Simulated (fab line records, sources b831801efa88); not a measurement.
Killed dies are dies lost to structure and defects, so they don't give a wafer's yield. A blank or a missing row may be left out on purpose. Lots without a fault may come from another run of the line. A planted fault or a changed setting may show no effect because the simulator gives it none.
A struck lot beside a sound one | flow sky130 | 25 steps out of a route of 708
Sound: wafers L775.1, L775.2, L775.3. Struck: wafer L784.5. (L784.1, L784.4 of the same lot were not struck and are left out.) The cause comes at the end.
At each step with rows: each side's tool, then ch and its chambers, then its first start. Under that, the readings that differ: sound wafers | struck wafers | difference of the means | sigmas: that difference in standard deviations of wafers without a fault.
alike: readings whose means differ by less than 2 such deviations, and words and numbers that are the same on both sides. not compared: withheld readings, readings that some wafer has no value for, bounds like >300 that may hide the same value, and numbers for which the record gives no deviation and whose values overlap.
The two part at a step that has a row with sigmas, a row that says differs or no value, or rows on one side only. Numbers that don't overlap but have no deviation are shown without sigmas and don't part them. A reading that every wafer of one side lacks parts them only if that side has two wafers or more.

first, 6 steps without rows for these wafers: SKY_METAL5_HMDS_08 (prime time 60 s); SKY_METAL5_COAT_09 (resist thk 1800 nm); SKY_METAL5_SOFTBAKE_10 (time 60 s); SKY_METAL5_EXPOSE_11 (exposes mask MM5, target cd 1600 nm); SKY_METAL5_PEB_12; SKY_METAL5_DEVELOP_13 (develop time 60 s).
SKY_METAL5_DESCUM_14: chemistry O2, time 11 s.
  sound on rie_metal-04 ch 0,1, day 44 08:04; struck on rie_metal-04 ch 0, day 46 15:28
  alike: drypump_motor_current_A, he_backside_leak_sccm, oes_product_au
  not compared: rf_hours_counter_h
SKY_METAL5_METAL_ETCH_15: etches the open film in Cl2/BCl3, stops on SiO2, target depth 1260 nm, time 252 s.
  sound on rie_metal-04 ch 0,1, day 44 08:06; struck on rie_metal-04 ch 0, day 46 15:29
  alike: drypump_motor_current_A, he_backside_leak_sccm, oes_product_au, throttle_valve_pct
  not compared: rf_hours_counter_h
SKY_METAL5_STRIP_16: strips in O2/N2.
  sound on plasma_asher-01 ch 0,1, day 44 08:20; struck on plasma_asher-01 ch 1, day 46 15:44
  alike: drypump_motor_current_A, oes_product_au, strip_time_to_endpoint_s
  not compared: rf_hours_counter_h
then, 3 steps without rows for these wafers: SKY_METAL5_STRIP_17 (strips in post etch residue remover, time 1200 s); SKY_METAL5_CLEAN_18 (cleans in IPA, time 180 s); SKY_METAL5_CLEAN_19 (cleans in O3/DIW).
SKY_PASSIVATION_CVD_00: deposits SiO2, target thk 90 nm.
  sound on pecvd-02 ch 0,1,2, day 44 08:56; struck on pecvd-02 ch 0, day 46 16:19
  alike: heater_power_w
SKY_PASSIVATION_THK_MEAS_01:
  sound on film_metro-02, day 44 08:57; struck on film_metro-01, day 46 16:20
  reading                     | sound          | struck | difference | sigmas
  PASSIVATION_CVD_00_THK (nm) | 90.8 91.4 89.8 | 73.4   | -17.3      | -14
SKY_PASSIVATION_CVD_02: deposits Si3N4, target thk 540 nm.
  sound on pecvd-04 ch 0,1,2, day 44 09:01; struck on pecvd-04 ch 1, day 46 16:24
  alike: heater_power_w
SKY_PASSIVATION_THK_MEAS_03:
  sound on film_metro-03, day 44 09:14; struck on film_metro-03, day 46 16:37
  alike: PASSIVATION_CVD_02_THK
then, 7 steps without rows for these wafers: SKY_PASSIVATION_DEHYDRATE_04 (time 60 s); SKY_PASSIVATION_HMDS_05 (prime time 60 s); SKY_PASSIVATION_COAT_06 (resist thk 3000 nm); SKY_PASSIVATION_SOFTBAKE_07; SKY_PASSIVATION_EXPOSE_08 (exposes mask NSM, target cd 3000 nm); SKY_PASSIVATION_PEB_09; SKY_PASSIVATION_DEVELOP_10 (develop time 60 s).
SKY_PASSIVATION_ETCH_11: etches the open film in CF4/O2, stops on AlCu, target depth 725 nm, time 161.1 s.
  sound on rie_diel-02 ch 0,1,2, day 45 06:52; struck on rie_diel-02 ch 1, day 47 13:01
  alike: drypump_motor_current_A, oes_product_au, throttle_valve_pct
  not compared: rf_hours_counter_h
SKY_PASSIVATION_STRIP_12: strips in O2/N2.
  sound on plasma_asher-01 ch 0,1, day 45 06:58; struck on plasma_asher-02 ch 1, day 47 13:08
  alike: drypump_motor_current_A, oes_product_au, strip_time_to_endpoint_s
  not compared: rf_hours_counter_h

WHERE THEY PART
Only at SKY_PASSIVATION_THK_MEAS_01, within this record. Later steps at which nothing parts them and some readings are alike: SKY_PASSIVATION_CVD_02, SKY_PASSIVATION_THK_MEAS_03, SKY_PASSIVATION_ETCH_11, SKY_PASSIVATION_STRIP_12.

WHY: what the simulator had put in
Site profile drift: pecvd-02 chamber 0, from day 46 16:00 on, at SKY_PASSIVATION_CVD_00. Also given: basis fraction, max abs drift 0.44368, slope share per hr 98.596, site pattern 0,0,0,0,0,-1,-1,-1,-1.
